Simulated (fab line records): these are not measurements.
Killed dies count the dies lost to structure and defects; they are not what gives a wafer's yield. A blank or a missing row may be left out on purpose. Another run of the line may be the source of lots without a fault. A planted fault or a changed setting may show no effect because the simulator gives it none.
fab line records -- flow sky130
record lots=6, wafers=18, last_day=50
route steps=708 shown VT_ADJUST_PCH@151 SONOS_TUNNEL@154
lots that met no fault: taken from a fault-free run of the same line
start_h: hours from the record's opening day to when the first of the lot's shown wafers began -- wait_h: hours elapsed since this lot's preceding step -- " same as the row above -- L1.1+2: several wafers, shown together as one row -- - no value, or no start given -- * or withheld: withheld -- < > ~ a bound
route shown NAME@n: names a module that has steps shown in the file, with the first one's number in the route -- usual: mean/standard deviation taken from wafers without a fault -- same: alike in all rows -- chamber/n: place in a boat -- sites: per-site readings -- _std_site: standard deviation of those values -- _edge_site: mean of outer sites minus mean of inner sites -- radius_mm: for every site, how far away it sits from the centre of the wafer -- mask NAME#n: copy n -- behind: the tool/chamber that last shaped the wafer -- hold: the reason the lot was held/the length of the hold in hours/how it ended -- device: transistor that didn't switch, given as n, p or np -- end of line: tests run on the same wafers once the route is complete -- a step without rows: its recipe alone -- killed: at the first sort, the dies lost to defects and structure; wafer yield is something else -- map: a wafer's dies, marking killed ones x, the rest . and places with no die _
set.NAME: the setting as run; set.NAME@STEP: as run at that earlier step -- model.NAME: the simulator's own value behind a step, which no gauge read
lots at some steps of the route; a table a step, a row a wafer
services: the hour from which a tool's chamber was out of use, counted from the record's first day as start_h (under 0 if before that day), plus the number of hours and why
## steps
# step SKY_VT_ADJUST_PCH_IMPLANT_08
# recipe species=B, energy_kev=10, dose_cm2=5e+11, tilt_deg=withheld
# step SKY_VT_ADJUST_PCH_STRIP_09
# recipe chemistry=O2/N2, power_w=1400, pressure_mtorr=1500, platen_temp_c=withheld, o2_flow_sccm=3000, n2_flow_sccm=300, overash_fraction=0.5
# usual drypump_motor_current_A=5.5/0.34, n2_flow_sccm=299.8/0.91, oes_product_au=0.723/0.0043, strip_time_to_endpoint_s=36.96/0.11
lot.wafer,tool,chamber,start_h,wait_h,drypump_motor_current_A,n2_flow_sccm,oes_product_au,rf_hours_counter_h,strip_time_to_endpoint_s
L184.2,plasma_asher-02,0,248.09,0.1,5.3,299.7,0.725,44,36.91
L184.3,plasma_asher-02,0,248.09,0.1,5.3,299.4,0.730,-,36.89
L184.4,plasma_asher-02,1,248.09,0.1,5.1,299.5,0.721,-,36.80
L191.2,plasma_asher-04,1,299.44,0.1,6.1,300.1,0.719,56,37.01
L191.4,plasma_asher-04,0,299.44,0.1,5.7,298.4,0.719,-,37.01
L191.5,plasma_asher-04,1,299.44,0.1,6.1,300.3,0.722,-,37.07
L197.1,plasma_asher-04,0,352.99,0.1,5.7,300.0,0.720,61,37.05
L197.4,plasma_asher-04,1,352.99,0.1,6.1,298.9,0.723,-,37.13
L197.6,plasma_asher-04,0,352.99,0.1,5.7,301.1,0.722,-,37.15
L198.1,plasma_asher-03,1,355.84,0.1,5.3,299.1,0.723,69,36.84
L198.4,plasma_asher-03,1,355.84,0.1,5.3,299.8,0.726,-,36.79
L198.5,plasma_asher-03,1,355.84,0.1,5.3,299.1,0.726,-,36.83
L199.1,plasma_asher-04,1,367.29,0.1,6.1,299.5,0.721,62,36.88
L199.2,plasma_asher-04,0,367.29,0.1,5.7,299.5,0.718,62,36.88
L199.3,plasma_asher-04,0,367.29,0.1,5.7,299.9,0.714,-,36.82
L201.1,plasma_asher-02,0,387.97,0.1,5.3,299.6,0.720,57,37.08
L201.2,plasma_asher-02,1,387.97,0.1,5.1,299.8,0.727,57,36.97
L201.6,plasma_asher-02,1,387.97,0.1,5.0,300.2,0.729,-,36.96
# step SKY_VT_ADJUST_PCH_TW_MEAS_10
# usual VT_ADJUST_PCH_TW=141.9/0.81
lot.wafer,tool,chamber,start_h,wait_h,VT_ADJUST_PCH_TW
L184.2,film_metro-04,-,248.20,0.1,141.9
L184.3,film_metro-04,-,248.20,0.1,141.8
L184.4,film_metro-04,-,248.20,0.1,143.0
L191.2,film_metro-03,-,299.55,0.1,141.8
L191.4,film_metro-03,-,299.55,0.1,141.4
L191.5,film_metro-03,-,299.55,0.1,141.8
L197.1,film_metro-03,-,353.09,0.1,141.8
L197.4,film_metro-03,-,353.09,0.1,140.9
L197.6,film_metro-03,-,353.09,0.1,141.9
L198.1,film_metro-04,-,355.94,0.1,140.8
L198.4,film_metro-04,-,355.94,0.1,140.9
L198.5,film_metro-04,-,355.94,0.1,141.7
L199.1,film_metro-04,-,367.39,0.1,140.4
L199.2,film_metro-04,-,367.39,0.1,141.1
L199.3,film_metro-04,-,367.39,0.1,141.7
L201.1,film_metro-04,-,388.07,0.1,140.5
L201.2,film_metro-04,-,388.07,0.1,140.9
L201.6,film_metro-04,-,388.07,0.1,140.3
# step SKY_SONOS_TUNNEL_DEHYDRATE_00
# recipe temp_c=200, time_s=60
# step SKY_SONOS_TUNNEL_HMDS_01
# recipe prime_time_s=60, prime_temp_c=120
# step SKY_SONOS_TUNNEL_COAT_02
# recipe resist=NOVOLAK, spin_rpm=3000, resist_thk_nm=1140
# step SKY_SONOS_TUNNEL_SOFTBAKE_03
# recipe temp_c=90, time_s=60, resist=NOVOLAK
# step SKY_SONOS_TUNNEL_EXPOSE_04
# recipe mask_id=TUNM, na=0.6, source_shape=conventional, sigma_outer=0.6, polarization=unpolarized, target_cd_nm=410, dose_mj=136
# step SKY_SONOS_TUNNEL_PEB_05
# recipe temp_c=withheld, time_s=*, resist=NOVOLAK
# step SKY_SONOS_TUNNEL_DEVELOP_06
# recipe resist=NOVOLAK, developer=TMAH, develop_time_s=60, dev_temp_c=23
# step SKY_SONOS_TUNNEL_CD_MEAS_07
# recipe target_cd_nm=410
# usual cd_nm=410.3/2.6
lot.wafer,tool,chamber,start_h,wait_h,cd_nm
L184.2,cd_sem-02,-,272.23,0.1,409.2
L184.3,cd_sem-02,-,272.23,0.1,408.4
L184.4,cd_sem-02,-,272.23,0.1,405.4
L191.2,cd_sem-01,-,324.93,0.1,408.6
L191.4,cd_sem-01,-,324.93,0.1,409.1
L191.5,cd_sem-01,-,324.93,0.1,411.4
L197.1,cd_sem-01,-,380.71,0.1,408.1
L197.4,cd_sem-01,-,380.71,0.1,410.1
L197.6,cd_sem-01,-,380.71,0.1,410.2
L198.1,cd_sem-02,-,384.58,0.1,407.0
L198.4,cd_sem-02,-,384.58,0.1,408.9
L198.5,cd_sem-02,-,384.58,0.1,410.1
L199.1,cd_sem-01,-,395.06,0.1,412.1
L199.2,cd_sem-01,-,395.06,0.1,411.7
L199.3,cd_sem-01,-,395.06,0.1,413.7
L201.1,cd_sem-02,-,417.93,0.1,414.1
L201.2,cd_sem-02,-,417.93,0.1,413.0
L201.6,cd_sem-02,-,417.93,0.1,413.8
# step SKY_SONOS_TUNNEL_OVL_MEAS_08
# usual SONOS_TUNNEL_OVL=-0.7/1.7
lot.wafer,tool,chamber,start_h,wait_h,SONOS_TUNNEL_OVL[nm]
L184.2,overlay-01,-,272.33,0.1,-1.7
L184.3,overlay-01,-,272.33,0.1,-3.0
L184.4,overlay-01,-,272.33,0.1,-2.1
L191.2,overlay-02,-,325.03,0.1,-2.6
L191.4,overlay-02,-,325.03,0.1,-4.8
L191.5,overlay-02,-,325.03,0.1,-3.1
L197.1,overlay-01,-,380.83,0.1,-0.5
L197.4,overlay-01,-,380.83,0.1,-1.1
L197.6,overlay-01,-,380.83,0.1,0.7
L198.1,overlay-02,-,384.70,0.1,2.7
L198.4,overlay-02,-,384.70,0.1,1.4
L198.5,overlay-02,-,384.70,0.1,4.4
L199.1,overlay-01,-,395.18,0.1,0.6
L199.2,overlay-01,-,395.18,0.1,-0.4
L199.3,overlay-01,-,395.18,0.1,-1.3
L201.1,overlay-01,-,418.05,0.1,-1.3
L201.2,overlay-01,-,418.05,0.1,1.2
L201.6,overlay-01,-,418.05,0.1,0.5
# step SKY_SONOS_TUNNEL_IMPLANT_09
# recipe species=B, energy_kev=20, dose_cm2=1e+12, tilt_deg=withheld
# usual beam_energy_keV=20.001/0.0067
lot.wafer,tool,chamber,start_h,wait_h,beam_energy_keV,model.implant.rp_nm,model.implant.drp_nm
L184.2,implanter-04,0,272.39,0.0,19.984,64.79,28.34
L184.3,implanter-04,0,272.39,0.0,19.989,64.79,28.34
L184.4,implanter-04,0,272.39,0.0,19.987,64.79,28.34
L191.2,implanter-02,0,325.09,0.0,19.998,66.06,28.34
L191.4,implanter-02,0,325.09,0.0,20.003,66.06,28.34
L191.5,implanter-02,0,325.09,0.0,20.004,66.06,28.34
L197.1,implanter-02,0,380.86,0.0,20.004,67.73,28.34
L197.4,implanter-02,0,380.86,0.0,20.003,67.73,28.34
L197.6,implanter-02,0,380.86,0.0,19.994,67.73,28.34
L198.1,implanter-02,0,384.74,0.0,17.969,58.93,26.28
L198.4,implanter-02,0,384.74,0.0,17.986,58.93,26.28
L198.5,implanter-02,0,384.74,0.0,17.990,58.93,26.28
L199.1,implanter-04,0,395.21,0.0,19.995,66.53,28.34
L199.2,implanter-04,0,395.21,0.0,19.994,66.53,28.34
L199.3,implanter-04,0,395.21,0.0,20.010,66.53,28.34
L201.1,implanter-02,0,418.09,0.0,17.976,60.06,26.28
L201.2,implanter-02,0,418.09,0.0,17.973,60.06,26.28
L201.6,implanter-02,0,418.09,0.0,17.974,60.06,26.28
# step SKY_SONOS_TUNNEL_WET_ETCH_10
# recipe chemistry=dHF, target_depth_nm=14, target=SiO2, dilution=100:1, temp_c=25, time_s=280
## services
tool,chamber,start_h,hours,kind
plasma_asher-03,-,264.34,5.6,repair
plasma_asher-02,-,285.37,3.1,repair
plasma_asher-04,-,287.35,3.8,repair
plasma_asher-02,-,297.92,4.2,repair
implanter-04,-,349.46,3.4,repair
plasma_asher-04,-,383.45,2.8,pm
plasma_asher-03,-,396.44,2.1,repair
implanter-04,-,400.43,3.6,repair
## key
first_sign step=SKY_SONOS_TUNNEL_IMPLANT_09, reading=beam_energy_keV, direction=down, sigmas=99+, usual=*, struck=*
effect none on later readings
model_effect step=SKY_SONOS_TUNNEL_IMPLANT_09, value=implant.rp_nm, without=66.09, struck=59.49
met_at SKY_SONOS_TUNNEL_IMPLANT_09
struck_wafers L198.1,L198.4,L198.5,L201.1,L201.2,L201.6
tester_left_out L198,L201
onset_between 380.86 384.74
fault kind=process_parameter_drift, tool=implanter-02, chamber=-, onset_h=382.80, steps=SKY_SONOS_TUNNEL_IMPLANT_09, channel=energy_kev, offset=*, shape=step, end_h=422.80, acts_in=*, stated=*
# tester_left_out: of these lots the tester's yield and bins aren't shown, on N5 and GAA mostly nor the transistor test; their killed dies are dies lost to structure and defects alone, not to doping, threshold or leakage, so they don't give the yield
